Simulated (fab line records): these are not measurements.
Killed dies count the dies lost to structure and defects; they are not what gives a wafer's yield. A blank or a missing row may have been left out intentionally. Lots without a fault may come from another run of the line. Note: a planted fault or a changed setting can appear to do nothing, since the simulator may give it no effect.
Comparing a struck lot with a sound one ; flow sfqLine ; 41 out of 325 route steps
Sound: wafers L893.1, L893.2, L893.6. Struck: wafers L899.1, L899.3. (L899.4 of the same lot was not struck and is left out.) The cause comes at the end.
At each step with rows: each side's tool, then ch and its chambers, then its first start. Under that, the readings that differ: sound wafers ; struck wafers ; difference of the means ; sigmas: that difference in standard deviations of wafers without a fault.
alike: words and numbers the same on both sides, and readings whose means are apart by under 2 such deviations; not compared: readings that were withheld, readings missing a value for some wafer, numbers with overlapping values and no deviation given by the record, and bounds like >300 which may hide the same value.
The two part at a step that has a row with sigmas, a row that says differs or no value, or rows on one side only. Numbers that don't overlap but have no deviation are shown without sigmas and don't part them. A reading missing from all wafers of one side parts the sides only when that side holds two or more wafers.

first, 6 steps without rows for these wafers: SFQ_TRILAYER_C5_LITHO_COAT_156 (resist thk 62 nm); SFQ_TRILAYER_C5_LITHO_COAT_151 (resist thk 650 nm); SFQ_TRILAYER_C5_LITHO_SOFTBAKE_155; SFQ_TRILAYER_C5_LITHO_EXPOSE_152 (exposes mask C5, target cd 500 nm); SFQ_TRILAYER_C5_LITHO_PEB_154 (peb time 60 s); SFQ_TRILAYER_C5_LITHO_DEVELOP_153 (time 60 s).
SFQ_C5_OVL_MEAS_937:
  sound: overlay-02 at day 70 06:23; struck: overlay-01 at day 71 10:19
  alike: C5_OVL
SFQ_TRILAYER_C5_BARC_OPEN_VIA_ETCH_210: etches BARC in O2, target depth 125 nm, time 41.7 s.
  sound on rieDiel-02 ch 0,1, day 70 06:25; struck on rieDiel-04 ch 2,3, day 71 10:22
  alike: drypumpMotorCurrentA, oesProductAu
  not compared: rfHoursCounterH
SFQ_TRILAYER_C5_ETCH_VIA_ETCH_154: etches SiO2 in CHF3, stops on Nb, target depth 84 nm.
  sound on rieDiel-02 ch 0,1, day 70 06:27; struck on rieDiel-04 ch 2,3, day 71 10:24
  alike: drypumpMotorCurrentA, oesProductAu
SFQ_TRILAYER_C5_STRIP_STRIP_155: strips in O2.
  sound on rieMetal-03 ch 0,1, day 70 06:30; struck on rieMetal-03 ch 1, day 71 10:27
  alike: drypumpMotorCurrentA, oesProductAu
  not compared: rfHoursCounterH
then, 2 steps without rows for these wafers: SFQ_TRILAYER_C5_STRIP_SOLV_CLEAN_156 (cleans in NMP, time 600 s); SFQ_TRILAYER_M6_DEP_PRE_CLEAN_158 (time 22.5 s).
SFQ_TRILAYER_M6_DEP_SPUTTER_157: material Nb, target thk 200 nm, time 133.3 s.
  sound: pvdSputter-04 at day 70 07:19; struck: pvdSputter-04 at day 71 11:15
reading;sound;struck;difference;sigmas
model.Nb_of_TRILAYER_M6_DEP_SPUTTER_157.thkNm (nm);195.2 196.5 195;123.7 121.6;-72.9;
  alike: throttleValvePct
SFQ_M6_RS_MEAS_938: measures by four-point-probe.
  sound: filmMetro-02 at day 70 07:24; struck: filmMetro-03 at day 71 11:38
reading;sound;struck;difference;sigmas
M6_NB_RS (ohm/sq);0.913 0.905 0.914;1.449 1.475;+0.551;+63
  not compared: hold
then, 5 steps without rows for these wafers: SFQ_TRILAYER_M6_LITHO_COAT_159 (resist thk 600 nm); SFQ_TRILAYER_M6_LITHO_SOFTBAKE_163; SFQ_TRILAYER_M6_LITHO_EXPOSE_160 (exposes mask M6, target cd 500 nm); SFQ_TRILAYER_M6_LITHO_PEB_162 (peb time 60 s); SFQ_TRILAYER_M6_LITHO_DEVELOP_161 (time 60 s).
-- the record jumps here: 4 days lie between the struck wafers' starts before and after --
SFQ_M6_OVL_MEAS_940:
  sound: overlay-02 at day 74 05:52; struck: overlay-01 at day 75 14:16
  alike: M6_OVL
then, 1 step without rows for these wafers: SFQ_TRILAYER_M6_BARC_OPEN_METAL_ETCH_206 (etches BARC in O2, target depth 125 nm, time 41.7 s).
SFQ_TRILAYER_M6_ETCH_METAL_ETCH_162: etches Nb in Cl2/Ar, stops on SiO2, target depth 240 nm, time 120 s.
  sound on rieMetal-03 ch 0,1, day 74 05:58; struck on rieMetal-03 ch 0,1, day 75 14:22
reading;sound;struck;difference;sigmas
oesProductAu (a.u.);0.875 0.884 0.888;0.699 0.692;-0.187;-27
  alike: drypumpMotorCurrentA
  not compared: rfHoursCounterH
then, 4 steps without rows for these wafers: SFQ_TRILAYER_M6_STRIP_STRIP_163 (strips in O2); SFQ_TRILAYER_M6_STRIP_SOLV_CLEAN_164 (cleans in NMP, time 600 s); SFQ_TRILAYER_I6_DEP_PECVD_165 (deposits SiO2 from SiH4/N2O, time 111.11 s, target thk 500 nm); SFQ_TRILAYER_I6_CMP_CMP_166 (polishes SiO2).
SFQ_I6_BOW_MEAS_941:
  sound: filmMetro-01 at day 75 16:32; struck: filmMetro-01 at day 76 18:59
reading;sound;struck;difference;sigmas
I6_BOW (um);4 7 4;27 30;+24;+3
SFQ_TRILAYER_I6_METRO_MEASURE_167:
  sound: filmMetro-01 at day 75 16:39; struck: filmMetro-01 at day 76 19:06
  alike: thkNm
then, 6 steps without rows for these wafers: SFQ_TRILAYER_I6_VIA_LITHO_COAT_174 (resist thk 62 nm); SFQ_TRILAYER_I6_VIA_LITHO_COAT_169 (resist thk 650 nm); SFQ_TRILAYER_I6_VIA_LITHO_SOFTBAKE_173; SFQ_TRILAYER_I6_VIA_LITHO_EXPOSE_170 (exposes mask I6, target cd 700 nm); SFQ_TRILAYER_I6_VIA_LITHO_PEB_172 (peb time 60 s); SFQ_TRILAYER_I6_VIA_LITHO_DEVELOP_171 (time 60 s).
-- the record jumps here: 4 days lie between the struck wafers' starts before and after --
SFQ_I6_OVL_MEAS_942:
  sound: overlay-01 at day 79 06:28; struck: overlay-02 at day 80 08:50
  alike: I6_OVL
then, 2 steps without rows for these wafers: SFQ_TRILAYER_I6_VIA_BARC_OPEN_VIA_ETCH_235 (etches BARC in O2, target depth 125 nm, time 41.7 s); SFQ_TRILAYER_I6_VIA_ETCH_VIA_ETCH_172 (etches SiO2 in CHF3, stops on Nb, target depth 260 nm).
SFQ_TRILAYER_I6_VIA_STRIP_STRIP_173: strips in O2.
  sound on rieMetal-02 ch 0,1, day 79 06:40; struck on rieMetal-01 ch 1, day 80 09:02
  alike: drypumpMotorCurrentA, oesProductAu
  not compared: rfHoursCounterH
then, 2 steps without rows for these wafers: SFQ_TRILAYER_I6_VIA_STRIP_SOLV_CLEAN_174 (cleans in NMP, time 600 s); SFQ_TRILAYER_M7_DEP_PRE_CLEAN_176 (time 22.5 s).
-- the record jumps here: 5 days lie between the struck wafers' starts before and after --
SFQ_M8_BOW_MEAS_951:
  sound: filmMetro-03 at day 84 21:50; struck: filmMetro-02 at day 85 14:38
reading;sound;struck;difference;sigmas
M8_BOW (um);3 5 2;28 32;+27;+3
model.etest.m6.ohmUm;1.837 1.829 1.833;2.879 2.939;+1.076;
model.etest.i5.linkOhm;2.309 2.318 2.318;2.942 2.979;+0.646;
model.etest.c5.linkOhm;7.897 7.994 7.848;8.462 8.52;+0.578;
model.etest.m6.ohmSq;0.9127 0.907 0.9137;1.441 1.466;+0.542;
model.etest.i6.linkOhm;1.897 1.901 1.898;2.443 2.448;+0.547;

== WHERE THEY PART ==
At SFQ_M6_RS_MEAS_938 first; at SFQ_M8_BOW_MEAS_951 last (within this record only).

WHY: what had been put in by the simulator
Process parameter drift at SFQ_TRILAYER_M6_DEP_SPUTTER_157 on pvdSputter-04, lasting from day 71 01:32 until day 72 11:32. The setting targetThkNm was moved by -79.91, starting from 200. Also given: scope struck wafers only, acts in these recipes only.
